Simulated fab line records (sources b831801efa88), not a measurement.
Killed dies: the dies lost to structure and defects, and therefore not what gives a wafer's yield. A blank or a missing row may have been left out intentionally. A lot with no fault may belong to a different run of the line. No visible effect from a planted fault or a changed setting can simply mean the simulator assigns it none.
fab line records + flow sky130
record
- lots=12
- wafers=36
- last_day=50
route steps=708 shown LDD_HVN@277 LDD_HVP@287 LI_CONTACT@362 CONTACT@406
lots untouched by any fault: they come from a run of this same line in which no faults occurred
start_h: start of the lot's first displayed wafer, in hours after the record's first day + wait_h: hours from the lot's prior step to this one + " as in the row above + L1.1+2: several wafers, shown together as one row + - either no value or no given start + * or withheld: withheld + < > ~ a bound
route shown NAME@n: a module of which the file shows steps, and the number in the route of the first + usual: mean/standard deviation taken from wafers without a fault + same: alike in all rows + chamber/n: place in a boat + sites: per-site readings + _std_site: their standard deviation + _edge_site: the outer-site mean with the inner-site mean subtracted + radius_mm: how far each site lies from the wafer's centre + mask NAME#n: copy n + behind: the tool/chamber that last shaped the wafer + hold: why the lot went on hold/how many hours it stayed there/how the hold came to an end + device: which transistor (n, p or np) failed to switch + end of line: the same wafers' tests at the end of the route + a step given without rows: its recipe and nothing more + killed: not the wafer's yield, but the dies lost to structure and defects at the first sort + map: a wafer's dies, x killed, . not, _ none there
set.NAME: the setting that was run; set.NAME@STEP: the one run at that earlier step + model.NAME: the simulator's own value behind a step, which no gauge read
steps of the route over a sample of lots; a table a step, a row a wafer
services: the hour from which a tool's chamber was out of use, counted from the record's first day as start_h (under 0 if before that day), plus the number of hours and why
## steps
# step SKY_LDD_HVN_TW_MEAS_10
# usual
- LDD_HVN_TW=1421/9.6
| lot.wafer | tool          | chamber | start_h | wait_h | LDD_HVN_TW |
|-----------|---------------|---------|---------|--------|------------|
| L931.2    | film_metro-03 | -       | 471.02  | 0.1    | 1422       |
| L931.3    | "             | -       | "       | "      | 1417       |
| L931.6    | "             | -       | "       | "      | 1416       |
| L932.3    | film_metro-03 | -       | 480.53  | 0.1    | 1415       |
| L932.4    | "             | -       | "       | "      | 1408       |
| L932.5    | "             | -       | "       | "      | 1413       |
| L933.1    | film_metro-01 | -       | 485.35  | 0.1    | 1410       |
| L933.3    | "             | -       | "       | "      | 1414       |
| L933.4    | "             | -       | "       | "      | 1420       |
| L936.2    | film_metro-03 | -       | 512.16  | 0.1    | 1418       |
| L936.4    | "             | -       | "       | "      | 1412       |
| L936.6    | "             | -       | "       | "      | 1416       |
| L941.1    | film_metro-01 | -       | 555.81  | 0.1    | 1417       |
| L941.2    | "             | -       | "       | "      | 1421       |
| L941.4    | "             | -       | "       | "      | 1411       |
| L942.2    | film_metro-01 | -       | 569.94  | 0.1    | 1410       |
| L942.5    | "             | -       | "       | "      | 1421       |
| L942.6    | "             | -       | "       | "      | 1417       |
| L943.2    | film_metro-02 | -       | 570.54  | 0.1    | 1439       |
| L943.3    | "             | -       | "       | "      | 1439       |
| L943.6    | "             | -       | "       | "      | 1444       |
| L944.2    | film_metro-02 | -       | 581.06  | 0.1    | 1439       |
| L944.4    | "             | -       | "       | "      | 1437       |
| L944.5    | "             | -       | "       | "      | 1436       |
| L949.1    | film_metro-01 | -       | 623.28  | 0.1    | 1423       |
| L949.4    | "             | -       | "       | "      | 1415       |
| L949.6    | "             | -       | "       | "      | 1416       |
| L952.2    | film_metro-03 | -       | 646.64  | 0.1    | 1418       |
| L952.3    | "             | -       | "       | "      | 1412       |
| L952.5    | "             | -       | "       | "      | 1417       |
| L953.2    | film_metro-02 | -       | 648.62  | 0.1    | 1433       |
| L953.3    | "             | -       | "       | "      | 1433       |
| L953.4    | "             | -       | "       | "      | 1435       |
| L954.2    | film_metro-03 | -       | 653.37  | 0.1    | 1417       |
| L954.3    | "             | -       | "       | "      | 1409       |
| L954.4    | "             | -       | "       | "      | 1418       |
# step SKY_LDD_HVP_STRIP_09
# recipe
- chemistry=O2/N2
- power_w=1400
- pressure_mtorr=1500
- platen_temp_c=withheld
- o2_flow_sccm=3000
- n2_flow_sccm=300
- overash_fraction=0.5
# usual
- drypump_motor_current_A=5.4/0.44
- oes_product_au=0.408/0.0045
- strip_time_to_endpoint_s=4.138/0.015
| lot.wafer | tool            | chamber | start_h | wait_h | drypump_motor_current_A | oes_product_au | rf_hours_counter_h | strip_time_to_endpoint_s |
|-----------|-----------------|---------|---------|--------|-------------------------|----------------|--------------------|--------------------------|
| L931.2    | plasma_asher-01 | 0       | 501.80  | 0.1    | 4.8                     | 0.410          | 8                  | 4.151                    |
| L931.3    | "               | 0       | "       | "      | 4.8                     | 0.401          | -                  | 4.166                    |
| L931.6    | "               | 0       | "       | "      | 4.8                     | 0.401          | -                  | 4.172                    |
| L932.3    | plasma_asher-01 | 0       | 511.79  | 0.1    | 4.8                     | 0.406          | -                  | 4.141                    |
| L932.4    | "               | 1       | "       | "      | 5.4                     | 0.412          | -                  | 4.152                    |
| L932.5    | "               | 1       | "       | "      | 5.4                     | 0.400          | -                  | 4.140                    |
| L933.1    | plasma_asher-01 | 0       | 516.00  | 0.1    | 4.8                     | 0.402          | 10                 | 4.119                    |
| L933.3    | "               | 0       | "       | "      | 4.8                     | 0.407          | -                  | 4.163                    |
| L933.4    | "               | 1       | "       | "      | 5.4                     | 0.412          | -                  | 4.122                    |
| L936.2    | plasma_asher-04 | 1       | 541.90  | 0.2    | 5.3                     | 0.413          | 65                 | 4.132                    |
| L936.4    | "               | 0       | "       | "      | 5.1                     | 0.415          | -                  | 4.116                    |
| L936.6    | "               | 1       | "       | "      | 5.3                     | 0.402          | -                  | 4.121                    |
| L941.1    | plasma_asher-01 | 0       | 585.00  | 0.1    | 4.8                     | 0.407          | 16                 | 4.155                    |
| L941.2    | "               | 1       | "       | "      | 5.4                     | 0.405          | 16                 | 4.142                    |
| L941.4    | "               | 1       | "       | "      | 5.4                     | 0.401          | -                  | 4.146                    |
| L942.2    | plasma_asher-03 | 0       | 599.73  | 0.1    | 6.0                     | 0.404          | 91                 | 4.118                    |
| L942.5    | "               | 0       | "       | "      | 6.0                     | 0.405          | -                  | 4.129                    |
| L942.6    | "               | 1       | "       | "      | 5.9                     | 0.406          | -                  | 4.136                    |
| L943.2    | plasma_asher-01 | 0       | 600.38  | 0.1    | 4.8                     | 0.400          | 17                 | 4.122                    |
| L943.3    | "               | 1       | "       | "      | 5.5                     | 0.398          | -                  | 4.141                    |
| L943.6    | "               | 0       | "       | "      | 4.8                     | 0.408          | -                  | 4.125                    |
| L944.2    | plasma_asher-03 | 1       | 610.85  | 0.1    | 5.9                     | 0.407          | 92                 | 4.118                    |
| L944.4    | "               | 0       | "       | "      | 6.0                     | 0.406          | -                  | 4.130                    |
| L944.5    | "               | 0       | "       | "      | 6.0                     | 0.410          | -                  | 4.145                    |
| L949.1    | plasma_asher-01 | 1       | 651.85  | 0.1    | 5.4                     | 0.411          | 24                 | 4.139                    |
| L949.4    | "               | 1       | "       | "      | 5.5                     | 0.405          | -                  | 4.121                    |
| L949.6    | "               | 1       | "       | "      | 5.4                     | 0.402          | -                  | 4.128                    |
| L952.2    | plasma_asher-01 | 1       | 675.20  | 0.1    | 5.5                     | 0.408          | 27                 | 4.125                    |
| L952.3    | "               | 1       | "       | "      | 5.4                     | 0.400          | -                  | 4.142                    |
| L952.5    | "               | 1       | "       | "      | 5.4                     | 0.411          | -                  | 4.134                    |
| L953.2    | plasma_asher-04 | 1       | 677.05  | 0.1    | 5.2                     | 0.407          | 75                 | 4.126                    |
| L953.3    | "               | 1       | "       | "      | 5.3                     | 0.404          | -                  | 4.130                    |
| L953.4    | "               | 0       | "       | "      | 5.1                     | 0.411          | -                  | 4.134                    |
| L954.2    | plasma_asher-03 | 0       | 681.65  | 0.1    | 6.0                     | 0.406          | 99                 | 4.148                    |
| L954.3    | "               | 1       | "       | "      | 5.9                     | 0.406          | -                  | 4.151                    |
| L954.4    | "               | 0       | "       | "      | 6.0                     | 0.411          | -                  | 4.146                    |
# step SKY_LI_CONTACT_HDPCVD_00
# recipe
- material=PSG
- target_thk_nm=930
- sigma_open_frac=0.3
- time_s=155
- temp_c=600
- sih4_flow_sccm=60
- pressure_mtorr=6
| lot.wafer  | tool      | chamber | start_h | wait_h |
|------------|-----------|---------|---------|--------|
| L931.2+3+6 | hdpcvd-01 | 2,1,2   | 653.58  | 0.0    |
| L932.3+4+5 | hdpcvd-01 | 0,2,2   | 661.15  | 0.1    |
| L933.1+3+4 | hdpcvd-01 | 0,1,2   | 666.80  | 0.0    |
| L936.2+4+6 | hdpcvd-02 | 2,1,0   | 691.81  | 0.0    |
| L941.1+2+4 | hdpcvd-01 | 0,2,0   | 730.90  | 0.0    |
| L942.2+5+6 | hdpcvd-01 | 2,2,0   | 748.00  | 0.0    |
| L943.2+3+6 | hdpcvd-02 | 0,1,2   | 748.12  | 0.0    |
| L944.2+4+5 | hdpcvd-02 | 2,2,0   | 756.09  | 0.0    |
| L949.1+4+6 | hdpcvd-02 | 0,2,0   | 793.97  | 0.0    |
| L952.2+3+5 | hdpcvd-02 | 2,0,2   | 815.78  | 0.0    |
| L953.2+3+4 | hdpcvd-01 | 1,2,1   | 816.08  | 0.0    |
| L954.2+3+4 | hdpcvd-01 | 0,1,0   | 822.78  | 0.0    |
# step SKY_LI_CONTACT_THK_MEAS_01
# recipe
- reads=PSG_of_LI_CONTACT_HDPCVD_00
# usual
- LI_CONTACT_HDPCVD_THK=928/8
| lot.wafer | tool          | chamber | start_h | wait_h | LI_CONTACT_HDPCVD_THK[nm] |
|-----------|---------------|---------|---------|--------|---------------------------|
| L931.2    | film_metro-03 | -       | 653.69  | 0.1    | 920                       |
| L931.3    | "             | -       | "       | "      | 934                       |
| L931.6    | "             | -       | "       | "      | 923                       |
| L932.3    | film_metro-03 | -       | 661.27  | 0.1    | 918                       |
| L932.4    | "             | -       | "       | "      | 920                       |
| L932.5    | "             | -       | "       | "      | 921                       |
| L933.1    | film_metro-01 | -       | 666.91  | 0.1    | 922                       |
| L933.3    | "             | -       | "       | "      | 933                       |
| L933.4    | "             | -       | "       | "      | 920                       |
| L936.2    | film_metro-01 | -       | 691.92  | 0.1    | 924                       |
| L936.4    | "             | -       | "       | "      | 925                       |
| L936.6    | "             | -       | "       | "      | 928                       |
| L941.1    | film_metro-01 | -       | 731.00  | 0.1    | 673                       |
| L941.2    | "             | -       | "       | "      | 679                       |
| L941.4    | "             | -       | "       | "      | 917                       |
| L942.2    | film_metro-03 | -       | 748.12  | 0.1    | 686                       |
| L942.5    | "             | -       | "       | "      | 680                       |
| L942.6    | "             | -       | "       | "      | 932                       |
| L943.2    | film_metro-01 | -       | 748.24  | 0.1    | 933                       |
| L943.3    | "             | -       | "       | "      | 928                       |
| L943.6    | "             | -       | "       | "      | 934                       |
| L944.2    | film_metro-02 | -       | 756.20  | 0.1    | 924                       |
| L944.4    | "             | -       | "       | "      | 931                       |
| L944.5    | "             | -       | "       | "      | 924                       |
| L949.1    | film_metro-03 | -       | 794.07  | 0.1    | 922                       |
| L949.4    | "             | -       | "       | "      | 931                       |
| L949.6    | "             | -       | "       | "      | 932                       |
| L952.2    | film_metro-01 | -       | 815.89  | 0.1    | 928                       |
| L952.3    | "             | -       | "       | "      | 933                       |
| L952.5    | "             | -       | "       | "      | 928                       |
| L953.2    | film_metro-03 | -       | 816.19  | 0.1    | 931                       |
| L953.3    | "             | -       | "       | "      | 944                       |
| L953.4    | "             | -       | "       | "      | 923                       |
| L954.2    | film_metro-01 | -       | 822.89  | 0.1    | 913                       |
| L954.3    | "             | -       | "       | "      | 913                       |
| L954.4    | "             | -       | "       | "      | 913                       |
# step SKY_LI_CONTACT_CMP_02
# recipe
- material=PSG
- down_force_psi=4
- platen_rpm=60
- pad_velocity_m_s=0.94248
# usual
- head_pressure_psi=4.000/0.0082
- motor_current_A=12.6/1.3
- time_to_endpoint_s=32.0/2.4
| lot.wafer | tool   | chamber | start_h | wait_h | head_pressure_psi | motor_current_A | time_to_endpoint_s |
|-----------|--------|---------|---------|--------|-------------------|-----------------|--------------------|
| L931.3    | cmp-02 | 2       | 653.88  | 0.2    | 3.987             | 12.1            | 32.3               |
| L931.2    | "      | 3       | "       | "      | 3.999             | 12.1            | 32.9               |
| L931.6    | "      | 1       | "       | "      | 3.996             | 15.3            | 32.6               |
| L932.4    | cmp-01 | 0       | 661.41  | 0.1    | 4.010             | 11.7            | 30.4               |
| L932.3    | "      | 1       | "       | "      | 4.006             | 12.5            | 33.5               |
| L932.5    | "      | 2       | "       | "      | 3.994             | 10.2            | 35.0               |
| L933.1    | cmp-01 | 2       | 666.97  | 0.1    | 4.002             | 10.3            | 36.6               |
| L933.4    | "      | 3       | "       | "      | 3.990             | 13.1            | 32.4               |
| L933.3    | "      | 0       | "       | "      | 3.999             | 11.3            | 35.7               |
| L936.2    | cmp-02 | 3       | 691.97  | 0.0    | 4.005             | 12.0            | 29.8               |
| L936.4    | "      | 2       | "       | "      | 3.993             | 11.9            | 29.2               |
| L936.6    | "      | 3       | "       | "      | 4.002             | 12.3            | 32.6               |
| L941.4    | cmp-01 | 2       | 731.11  | 0.1    | 4.017             | 10.3            | 31.3               |
| L941.2    | "      | 3       | "       | "      | 4.009             | 13.1            | 7.3                |
| L941.1    | "      | 0       | "       | "      | 4.014             | 11.2            | 4.8                |
| L942.2    | cmp-02 | 3       | 748.17  | 0.0    | 4.002             | 11.9            | 8.3                |
| L942.6    | "      | 3       | "       | "      | 4.007             | 11.5            | 32.5               |
| L942.5    | "      | 0       | "       | "      | 3.985             | 13.6            | 9.5                |
| L943.3    | cmp-01 | 1       | 748.29  | 0.0    | 4.012             | 11.9            | 35.5               |
| L943.2    | "      | 3       | "       | "      | 3.982             | 12.8            | 34.3               |
| L943.6    | "      | 2       | "       | "      | 4.008             | 10.3            | 34.6               |
| L944.2    | cmp-02 | 1       | 756.54  | 0.3    | 3.999             | 14.6            | 31.4               |
| L944.4    | "      | 2       | "       | "      | 4.000             | 12.7            | 33.0               |
| L944.5    | "      | 2       | "       | "      | 3.998             | 12.1            | 30.7               |
| L949.4    | cmp-02 | 0       | 794.13  | 0.0    | 4.001             | 13.0            | 31.6               |
| L949.1    | "      | 1       | "       | "      | 4.006             | 15.2            | 31.5               |
| L949.6    | "      | 0       | "       | "      | 3.994             | 14.1            | 31.6               |
| L952.3    | cmp-02 | 1       | 815.99  | 0.1    | 4.000             | 15.1            | 33.7               |
| L952.2    | "      | 2       | "       | "      | 3.993             | 12.4            | 28.6               |
| L952.5    | "      | 1       | "       | "      | 4.003             | 14.7            | 32.2               |
| L953.4    | cmp-02 | 1       | 816.24  | 0.0    | 3.994             | 15.3            | 31.9               |
| L953.3    | "      | 2       | "       | "      | 4.000             | 12.2            | 34.4               |
| L953.2    | "      | 3       | "       | "      | 3.994             | 12.2            | 32.9               |
| L954.3    | cmp-01 | 3       | 822.94  | 0.0    | 4.006             | 13.6            | 27.7               |
| L954.2    | "      | 1       | "       | "      | 4.012             | 12.8            | 28.6               |
| L954.4    | "      | 2       | "       | "      | 4.000             | 10.7            | 29.3               |
# step SKY_CONTACT_CVD_00
# recipe
- material=Si3N4
- target_thk_nm=75
- temp_c=400
- time_s=withheld
- rf_w=450
# usual
- heater_power_w=683/88
| lot.wafer | tool     | chamber | start_h | wait_h | heater_power_w |
|-----------|----------|---------|---------|--------|----------------|
| L931.2    | pecvd-02 | 0       | 713.37  | 0.0    | 731            |
| L931.3    | "        | 0       | "       | "      | 721            |
| L931.6    | "        | 0       | "       | "      | 720            |
| L932.3    | pecvd-03 | 2       | 719.68  | 0.0    | 708            |
| L932.4    | "        | 0       | "       | "      | 653            |
| L932.5    | "        | 1       | "       | "      | 835            |
| L933.1    | pecvd-02 | 2       | 724.86  | 0.0    | 750            |
| L933.3    | "        | 1       | "       | "      | 675            |
| L933.4    | "        | 2       | "       | "      | 719            |
| L936.2    | pecvd-03 | 1       | 750.78  | 0.0    | 827            |
| L936.4    | "        | 2       | "       | "      | 643            |
| L936.6    | "        | 0       | "       | "      | 674            |
| L941.1    | pecvd-02 | 2       | 788.65  | 0.0    | 777            |
| L941.2    | "        | 1       | "       | "      | 673            |
| L941.4    | "        | 1       | "       | "      | 653            |
| L942.2    | pecvd-04 | 1       | 804.58  | 0.0    | 642            |
| L942.5    | "        | 2       | "       | "      | 517            |
| L942.6    | "        | 1       | "       | "      | 660            |
| L943.2    | pecvd-02 | 0       | 804.93  | 0.0    | 782            |
| L943.3    | "        | 1       | "       | "      | 583            |
| L943.6    | "        | 2       | "       | "      | 622            |
| L944.2    | pecvd-03 | 0       | 811.48  | 0.0    | 621            |
| L944.4    | "        | 1       | "       | "      | 814            |
| L944.5    | "        | 0       | "       | "      | 613            |
| L949.1    | pecvd-02 | 2       | 850.01  | 0.0    | 644            |
| L949.4    | "        | 0       | "       | "      | 735            |
| L949.6    | "        | 1       | "       | "      | 698            |
| L952.2    | pecvd-02 | 0       | 870.80  | 0.0    | 685            |
| L952.3    | "        | 1       | "       | "      | 647            |
| L952.5    | "        | 0       | "       | "      | 679            |
| L953.2    | pecvd-03 | 2       | 871.52  | 0.0    | 749            |
| L953.3    | "        | 2       | "       | "      | 752            |
| L953.4    | "        | 1       | "       | "      | 892            |
| L954.2    | pecvd-02 | 0       | 878.45  | 0.0    | 732            |
| L954.3    | "        | 2       | "       | "      | 669            |
| L954.4    | "        | 0       | "       | "      | 744            |
## services
| tool            | chamber | start_h | hours | kind   |
|-----------------|---------|---------|-------|--------|
| cmp-01          | -       | 482.40  | 3.5   | repair |
| cmp-02          | -       | 486.08  | 3.5   | pm     |
| cmp-02          | -       | 503.09  | 5.2   | pm     |
| hdpcvd-01       | -       | 506.69  | 1.5   | repair |
| cmp-01          | -       | 513.67  | 1.2   | repair |
| hdpcvd-01       | 0       | 538.53  | 6.1   | repair |
| pecvd-02        | 2       | 540.34  | 2.8   | repair |
| pecvd-02        | -       | 544.70  | 6.0   | pm     |
| cmp-01          | -       | 546.94  | 2.1   | repair |
| cmp-02          | -       | 562.26  | 0.8   | repair |
| cmp-01          | -       | 572.00  | 4.0   | pm     |
| plasma_asher-01 | -       | 574.82  | 5.5   | repair |
| cmp-02          | -       | 596.54  | 0.7   | repair |
| cmp-02          | -       | 636.86  | 4.4   | repair |
| hdpcvd-02       | -       | 637.49  | 2.7   | repair |
| hdpcvd-01       | 1       | 639.01  | 5.2   | repair |
| hdpcvd-02       | -       | 650.75  | 15.0  | pm     |
| hdpcvd-01       | 1       | 660.78  | 5.7   | repair |
| pecvd-02        | -       | 700.85  | 0.8   | pm     |
| pecvd-02        | -       | 706.63  | 0.5   | repair |
| cmp-02          | -       | 718.30  | 0.8   | repair |
| cmp-02          | -       | 744.03  | 4.0   | pm     |
| cmp-02          | -       | 841.29  | 1.9   | repair |
| cmp-02          | -       | 855.28  | 5.1   | pm     |
## key
first_sign
- step=SKY_LI_CONTACT_THK_MEAS_01
- reading=LI_CONTACT_HDPCVD_THK
- direction=down
- sigmas=31
- usual=928
- struck=679
effect
- step=SKY_LI_CONTACT_CMP_02
- reading=time_to_endpoint_s
- direction=down
- sigmas=10
- usual=*
- struck=*
met_at SKY_LI_CONTACT_HDPCVD_00
struck_lots L941,L942
struck_wafers L941.1,L941.2,L942.2,L942.5
tester_left_out L941,L942
not_acting_at SKY_LDD_HVN_TW_MEAS_10,SKY_LDD_HVP_STRIP_09,SKY_CONTACT_CVD_00
onset_between 666.80 730.90
fault
- kind=process_parameter_drift
- tool=hdpcvd-01
- chamber=-
- onset_h=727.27
- steps=SKY_LI_CONTACT_HDPCVD_00
- channel=target_thk_nm
- offset=-248.4
- shape=step
- end_h=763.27
- scope=struck_wafers_only
- acts_in=these_recipes_only
- stated=930
# tester_left_out: of these lots the tester's yield and bins aren't shown, on N5 and GAA mostly nor the transistor test; their killed dies are dies lost to structure and defects alone, not to doping, threshold or leakage, so they don't give the yield
